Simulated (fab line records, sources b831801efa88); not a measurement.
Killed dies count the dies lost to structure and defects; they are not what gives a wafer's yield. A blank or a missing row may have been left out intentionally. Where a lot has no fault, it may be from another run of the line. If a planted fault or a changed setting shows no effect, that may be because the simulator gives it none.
What tool caused it? | flow gf180mcu | 13 lots, 39 wafers sampled, at 4 steps of a route of 602

## WHAT THE GAUGES SHOWED, per wafer
GF_PASSIVATION_THK_MEAS_03.
lot  | measured     | on            | PASSIVATION_CVD_02_THK (nm)
L867 | day 28 10:26 | film metro-04 | 690 685 692
L868 | day 28 15:35 | film metro-04 | 689 698 706
L870 | day 29 04:10 | film metro-02 | 686 699 695
L871 | day 29 16:03 | film metro-01 | 702 684 703
L872 | day 29 23:11 | film metro-01 | 698 714 710
L875 | day 30 14:35 | film metro-02 | 699 708 713
L877 | day 31 15:47 | film metro-04 | 689 681 700
L879 | day 32 06:32 | film metro-02 | 695 711 699
L883 | day 33 05:39 | film metro-02 | 691 691 706
L884 | day 33 07:47 | film metro-02 | 696 696 705
L887 | day 33 22:43 | film metro-01 | 686 699 712
L888 | day 34 03:43 | film metro-02 | 688 701 706
L890 | day 34 16:26 | film metro-04 | 694 695 694

## WHAT TOOL EACH LOT RAN ON (gives the tool, then ch and the chambers of the sampled wafers, and finally the start)
lot  | GF_M4_SPUTTER_02             | GF_M4_SPUTTER_04             | GF_M4_CLEAN_19
L867 | pvd sputter-02, day 22 16:59 | pvd sputter-02, day 22 17:02 | wet bench-04 ch 1, day 23 17:05
L868 | pvd sputter-04, day 22 20:47 | pvd sputter-04, day 22 20:50 | wet bench-04 ch 1, day 23 21:27
L870 | pvd sputter-01, day 23 13:35 | pvd sputter-01, day 23 13:38 | wet bench-03 ch 1, day 24 13:17
L871 | pvd sputter-04, day 24 04:46 | pvd sputter-04, day 24 04:49 | wet bench-02 ch 2, day 25 03:09
L872 | pvd sputter-04, day 24 14:26 | pvd sputter-04, day 24 14:29 | wet bench-04 ch 2, day 25 12:42
L875 | pvd sputter-01, day 25 07:10 | pvd sputter-01, day 25 07:13 | wet bench-03 ch 1, day 26 05:10
L877 | pvd sputter-04, day 26 10:58 | pvd sputter-04, day 26 11:01 | wet bench-04 ch 2, day 27 09:23
L879 | pvd sputter-04, day 27 06:43 | pvd sputter-04, day 27 06:46 | wet bench-02 ch 0, day 28 03:21
L883 | pvd sputter-01, day 28 09:11 | pvd sputter-01, day 28 09:14 | wet bench-02 ch 1, day 29 05:07
L884 | pvd sputter-02, day 28 13:16 | pvd sputter-02, day 28 13:19 | wet bench-02 ch 1, day 29 09:38
L887 | pvd sputter-01, day 29 06:59 | pvd sputter-01, day 29 07:03 | wet bench-03 ch 2, day 30 01:53
L888 | pvd sputter-01, day 29 11:05 | pvd sputter-01, day 29 11:08 | wet bench-03 ch 1, day 30 06:29
L890 | pvd sputter-01, day 30 03:33 | pvd sputter-01, day 30 03:36 | wet bench-02 ch 1, day 30 22:31
- GF_M4_SPUTTER_02: material AlCu, target thk 450 nm, time 23.9 s.
- GF_M4_SPUTTER_04: material TiN, target thk 50 nm, time 41.7 s.
- GF_M4_CLEAN_19: cleans in DIW.

## AS READ BY THE TOOLS THEMSELVES (means over the sampled wafers that have a number; for cases with no such wafer, the mark the record gives instead)
GF_M4_SPUTTER_02.
lot  | tool           | throttle valve pct (%)
L867 | pvd sputter-02 | 29.3
L868 | pvd sputter-04 | 29.9
L870 | pvd sputter-01 | 30.5
L871 | pvd sputter-04 | 29.2
L872 | pvd sputter-04 | 29.5
L875 | pvd sputter-01 | 30.2
L877 | pvd sputter-04 | 29.1
L879 | pvd sputter-04 | 29.5
L883 | pvd sputter-01 | 30.6
L884 | pvd sputter-02 | 29.8
L887 | pvd sputter-01 | 30.8
L888 | pvd sputter-01 | 30.7
L890 | pvd sputter-01 | 30.3

GF_M4_SPUTTER_04.
lot  | tool           | throttle valve pct (%)
L867 | pvd sputter-02 | 29.4
L868 | pvd sputter-04 | 30.1
L870 | pvd sputter-01 | 30.7
L871 | pvd sputter-04 | 29.2
L872 | pvd sputter-04 | 29.3
L875 | pvd sputter-01 | 30.3
L877 | pvd sputter-04 | 29.1
L879 | pvd sputter-04 | 29.5
L883 | pvd sputter-01 | 30.5
L884 | pvd sputter-02 | 29.7
L887 | pvd sputter-01 | 30.8
L888 | pvd sputter-01 | 30.6
L890 | pvd sputter-01 | 30.5

## THE ANSWER, worked out from the rows above alone
Rule: usual is defined by the lots themselves. The widest of any qualifying gaps counts: lots, ordered by their means at a reading, are off when they make up no more than a third of the lots, leave a main group of 4 or more, and stand apart from it by 3 or more times the standard deviation of that group's means. If all means in a main group match to the digits the tables above print for the reading, that group is not used. A lot without any number at a reading at which 4 lots or more have one is off too. Where the step has rows for the other lots, those lots are counted as sound. The gauges are gone through in route order, then the tools' own readings, and for those a lot's mean is taken as printed above. The first step at which some lot is off is used, and at that step the reading that is off furthest; a lot without a number counts as furthest.
Nothing can be told from this: no lot is off at any reading shown.

## WHAT THE SIMULATOR HAD INSERTED
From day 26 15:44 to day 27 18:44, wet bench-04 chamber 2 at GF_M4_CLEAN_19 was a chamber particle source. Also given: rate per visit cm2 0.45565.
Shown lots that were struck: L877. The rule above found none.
